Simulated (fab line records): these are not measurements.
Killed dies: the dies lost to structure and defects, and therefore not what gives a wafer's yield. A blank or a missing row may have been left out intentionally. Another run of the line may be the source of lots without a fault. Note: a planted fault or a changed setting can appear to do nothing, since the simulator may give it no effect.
A struck lot beside a sound one || flow sky130 || 44 steps out of a route of 708
Sound: these wafers, L551.2, L551.4, L551.6. Wafers L562.1, L562.2, L562.3 were the ones struck. Last of all comes the cause.
At each step with rows: each side's tool, then ch and its chambers, then its first start. Under that, the readings that differ: sound wafers || struck wafers || difference of the means || sigmas: that difference in standard deviations of wafers without a fault.
alike: readings whose means differ by less than 2 such deviations, and words and numbers that are the same on both sides. not compared: withheld readings, readings that some wafer has no value for, bounds like >300 that may hide the same value, and numbers for which the record gives no deviation and whose values overlap.
A row with sigmas, a row that says differs or no value, or rows on one side alone: a step with any of these is where the two part. Numbers that have no deviation but don't overlap get no sigmas and don't part them. A reading missing from all wafers of one side parts the sides only when that side holds two or more wafers.

first, 2 steps without rows for these wafers: SKY_DNWELL_DEVELOP_06 (develop time 60 s); SKY_DNWELL_IMPLANT_07.
SKY_DNWELL_STRIP_08: strips in O2/N2.
  sound on plasma asher-02 ch 1, day 4 20:35; struck on plasma asher-02 ch 0,1, day 6 17:53
  alike: drypump motor current A, oes product au, strip time to endpoint s
  not compared: rf hours counter h
SKY_DNWELL_TW_MEAS_09:
  struck on film metro-02, day 6 17:59; sound on film metro-04, day 4 20:42
  alike: DNWELL_TW
then, 7 steps without rows for these wafers: SKY_PWDE_DEHYDRATE_00 (time 60 s); SKY_PWDE_HMDS_01 (prime time 60 s); SKY_PWDE_COAT_02 (resist thk 3000 nm); SKY_PWDE_SOFTBAKE_03; SKY_PWDE_EXPOSE_04 (exposes mask PWDEM, target cd 840 nm); SKY_PWDE_PEB_05; SKY_PWDE_DEVELOP_06 (develop time 60 s).
SKY_PWDE_OVL_MEAS_07:
  struck on overlay-01, day 7 13:09; sound on overlay-02, day 5 14:18
  alike: PWDE_OVL
SKY_PWDE_IMPLANT_08:
  sound on implanter-03 ch 0, day 5 14:22; struck on implanter-02 ch 0, day 7 13:11
{"reading": "beam on s (s)", "sound": "10.22 10.06 9.91", "struck": "14.06 13.42 13.65", "difference": "+3.65", "sigmas": "+17"}
{"reading": "faraday current uA", "sound": "19.8 20.2 20.5", "struck": "14.4 15.1 14.9", "difference": -5.4, "sigmas": -13}
SKY_PWDE_STRIP_09: strips in O2/N2.
  sound on plasma asher-02 ch 0, day 5 14:29; struck on plasma asher-03 ch 0,1, day 7 13:20
  alike: drypump motor current A, oes product au, strip time to endpoint s
  not compared: rf hours counter h
SKY_PWDE_TW_MEAS_10:
  struck on film metro-04, day 7 13:26; sound on film metro-03, day 5 14:35
{"reading": "PWDE_TW", "sound": "378.6 378.2 379.8", "struck": "416.1 411.8 413.4", "difference": "+34.9", "sigmas": "+13"}
then, 7 steps without rows for these wafers: SKY_NWELL_DEHYDRATE_03 (time 60 s); SKY_NWELL_HMDS_04 (prime time 60 s); SKY_NWELL_COAT_05 (resist thk 3000 nm); SKY_NWELL_SOFTBAKE_06; SKY_NWELL_EXPOSE_07 (exposes mask NWM, target cd 840 nm); SKY_NWELL_PEB_08; SKY_NWELL_DEVELOP_09 (develop time 60 s).
SKY_NWELL_OVL_MEAS_10:
  struck on overlay-01, day 8 09:00; sound on overlay-01, day 6 08:23
  alike: NWELL_00_OVL
then, 3 steps without rows for these wafers: SKY_NWELL_IMPLANT_11; SKY_NWELL_IMPLANT_12; SKY_NWELL_IMPLANT_13.
SKY_NWELL_STRIP_14: strips in O2/N2.
  sound on plasma asher-01 ch 0,1, day 6 08:52; struck on plasma asher-04 ch 0,1, day 8 09:29
{"reading": "strip time to endpoint s (s)", "sound": "36.72 36.81 36.69", "struck": "37.14 37.11 37.13", "difference": "+0.39", "sigmas": "+3"}
  alike: drypump motor current A, oes product au
  not compared: rf hours counter h
SKY_NWELL_TW_MEAS_15:
  struck on film metro-04, day 8 09:35; sound on film metro-02, day 6 08:59
{"reading": "NWELL_TW", "sound": "1813 1804 1803", "struck": "1832 1840 1839", "difference": "+30", "sigmas": "+2"}
then, 7 steps without rows for these wafers: SKY_NWELL_DEHYDRATE_16 (time 60 s); SKY_NWELL_HMDS_17 (prime time 60 s); SKY_NWELL_COAT_18 (resist thk 3000 nm); SKY_NWELL_SOFTBAKE_19; SKY_NWELL_EXPOSE_20 (exposes mask NWM COMPLEMENT, target cd 840 nm); SKY_NWELL_PEB_21; SKY_NWELL_DEVELOP_22 (develop time 60 s).
SKY_NWELL_OVL_MEAS_23:
  struck on overlay-01, day 9 06:02; sound on overlay-02, day 7 02:27
{"reading": "NWELL_01_OVL (nm)", "sound": "1.3 2.6 3.2", "struck": "-0.9 0.3 -3.4", "difference": -3.7, "sigmas": -2}
following that, these wafers have no rows for 1 step: SKY_NWELL_IMPLANT_24.
SKY_NWELL_STRIP_25: strips in O2/N2.
  sound on plasma asher-04 ch 0,1, day 7 02:38; struck on plasma asher-02 ch 0,1, day 9 06:13
  alike: drypump motor current A, oes product au, strip time to endpoint s
  not compared: rf hours counter h
SKY_NWELL_TW_MEAS_26:
  struck on film metro-02, day 9 06:19; sound on film metro-03, day 7 02:44
{"reading": "NWELL_2_TW", "sound": "502 502 503", "struck": "493 495 496", "difference": -8, "sigmas": -2}
then, 1 step without rows for these wafers: SKY_NWELL_CLEAN_27 (cleans in SC1/SC2, time 150 s).
SKY_NWELL_RTA_28: time 30 s.
  sound on rtp anneal-02 ch 0, day 7 02:52; struck on rtp anneal-02 ch 0, day 9 06:26
  alike: lamp power pct, wafer_temp_C_max
SKY_NWELL_RS_MEAS_29: measurement is done with a four-point probe.
  struck on film metro-04, day 9 06:32; sound on film metro-03, day 7 02:58
  alike: NWELL_RS
SKY_NWELL_RS_MEAS_31: measurement is done with a four-point probe.
  struck on film metro-04, day 9 06:46; sound on film metro-03, day 7 03:12
{"reading": "PWDE_RS (ohm/sq)", "sound": "5272 5253 5259", "struck": "4139 4137 4131", "difference": -1126, "sigmas": -66}
-- the record jumps here: 40 days lie between the struck wafers' starts before and after (it left off in module NWELL and takes up again in module PAD_OPEN, whose first step shown is number 708 of the route) --
SKY_PAD_OPEN_PROBE_99:
  struck on prober-01, day 49 10:53; sound on prober-01, day 47 17:54
{"reading": "model.etest.res_p_drift_20v.line ohm um", "sound": "1.118e+04 1.092e+04 1.119e+04", "struck": "8164 8555 8592", "difference": -2660, "sigmas": ""}
{"reading": "model.etest.res_p_drift_20v.rs ohm sq", "sound": "9237 9181 9336", "struck": "6892 7072 7271", "difference": -2173, "sigmas": ""}
{"reading": "model.etest.res pwde under gate.rs ohm sq", "sound": "6090 6116 6100", "struck": "4657 4637 4656", "difference": -1452, "sigmas": ""}
  alike: killed_at_M0_to_M3, killed_at_M4_up, killed at contacts, killed at front end, killed at other, killed dies, killed open, killed short

## WHERE THEY PART
At SKY_PWDE_IMPLANT_08 first; at SKY_NWELL_RS_MEAS_31 last (within this record only). Later steps at which nothing parts them and some readings are alike: SKY_PAD_OPEN_PROBE_99.

WHY: the cause the simulator had injected
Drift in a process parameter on implanter-02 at SKY_PWDE_IMPLANT_08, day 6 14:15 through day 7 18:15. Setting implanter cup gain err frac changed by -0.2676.
